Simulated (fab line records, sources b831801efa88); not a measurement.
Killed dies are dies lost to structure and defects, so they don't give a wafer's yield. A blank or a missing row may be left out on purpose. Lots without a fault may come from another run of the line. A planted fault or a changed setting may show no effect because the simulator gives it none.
Which tool did it? | flow sky130 | 14 lots, 42 wafers sampled, at 2 steps of a route of 708

WHAT THE GAUGES READ, wafer by wafer
SKY_METAL3_OVL_MEAS_14. Usual: METAL3_OVL 1 nm, standard deviation 6.2.
lot  | measured     | on         | METAL3_OVL (nm) | flag
L898 | day 38 12:05 | overlay-02 | 7 7 12          |
L899 | day 39 02:33 | overlay-02 | -6 1 0          |
L900 | day 39 07:43 | overlay-01 | 4 5 2           |
L901 | day 39 18:46 | overlay-01 | -8 -8 -5        |
L903 | day 40 17:22 | overlay-01 | -9 -6 -2        |
L904 | day 40 23:18 | overlay-02 | 1 -1 1          |
L906 | day 41 08:51 | overlay-02 | 14 15 13        |
L909 | day 42 05:25 | overlay-01 | -4 4 1          |
L912 | day 42 23:32 | overlay-01 | 3 1 2           |
L916 | day 44 02:25 | overlay-01 | -1 3 -6         |
L918 | day 44 12:49 | overlay-02 | 8 -1 0          |
L919 | day 44 20:50 | overlay-02 | 15 3 9          |
L920 | day 44 22:58 | overlay-02 | 3 4 2           |
L921 | day 45 03:54 | overlay-01 | -1 -1 5         |

SKY_VIA3_BOW_MEAS_03. Usual: VIA3_BOW 79 um, standard deviation 7.4.
lot  | measured     | on            | VIA3_BOW (um) | flag
L898 | day 38 13:45 | film_metro-01 | 66 61 64      |
L899 | day 39 04:36 | film_metro-01 | 80 90 91      |
L900 | day 39 09:14 | film_metro-03 | 79 86 69      |
L901 | day 39 20:17 | film_metro-01 | 87 81 80      |
L903 | day 40 18:59 | film_metro-04 | 79 92 85      |
L904 | day 41 00:47 | film_metro-04 | 77 69 96      |
L906 | day 41 10:22 | film_metro-04 | 82 97 77      |
L909 | day 42 06:56 | film_metro-01 | 72 86 77      |
L912 | day 43 01:04 | film_metro-03 | 92 74 83      |
L916 | day 44 04:03 | film_metro-04 | 72 73 76      |
L918 | day 44 14:23 | film_metro-03 | 82 68 72      |
L919 | day 44 22:20 | film_metro-01 | 74 75 83      |
L920 | day 45 00:28 | film_metro-03 | 73 76 89      |
L921 | day 45 05:25 | film_metro-03 | 79 83 72      |

WHICH TOOL RAN EACH LOT (tool, then ch and the chambers of the sampled wafers, then the start)
The record holds no process step before these readings.

WHAT THE TOOLS THEMSELVES READ (means of the sampled wafers that have a number; where no wafer has one, the mark that the record gives instead)
The record holds no such reading with a usual standard deviation.

THE ANSWER, worked out from the rows above alone
Rule: a lot is off if the mean of its wafers that have a number lies more than 3 standard deviations from the usual mean. A lot without any number at a reading at which 4 lots or more have one is off too. The other lots that the step has rows for count as sound. The gauges are gone through in route order, then the tools' own readings, and for those a lot's mean is taken as printed above. The first step at which some lot is off is used, and at that step the reading that is off furthest; a lot without a number counts as furthest.
No lot is off at any reading shown: from this, nothing can be told.

WHAT THE SIMULATOR HAD PUT IN
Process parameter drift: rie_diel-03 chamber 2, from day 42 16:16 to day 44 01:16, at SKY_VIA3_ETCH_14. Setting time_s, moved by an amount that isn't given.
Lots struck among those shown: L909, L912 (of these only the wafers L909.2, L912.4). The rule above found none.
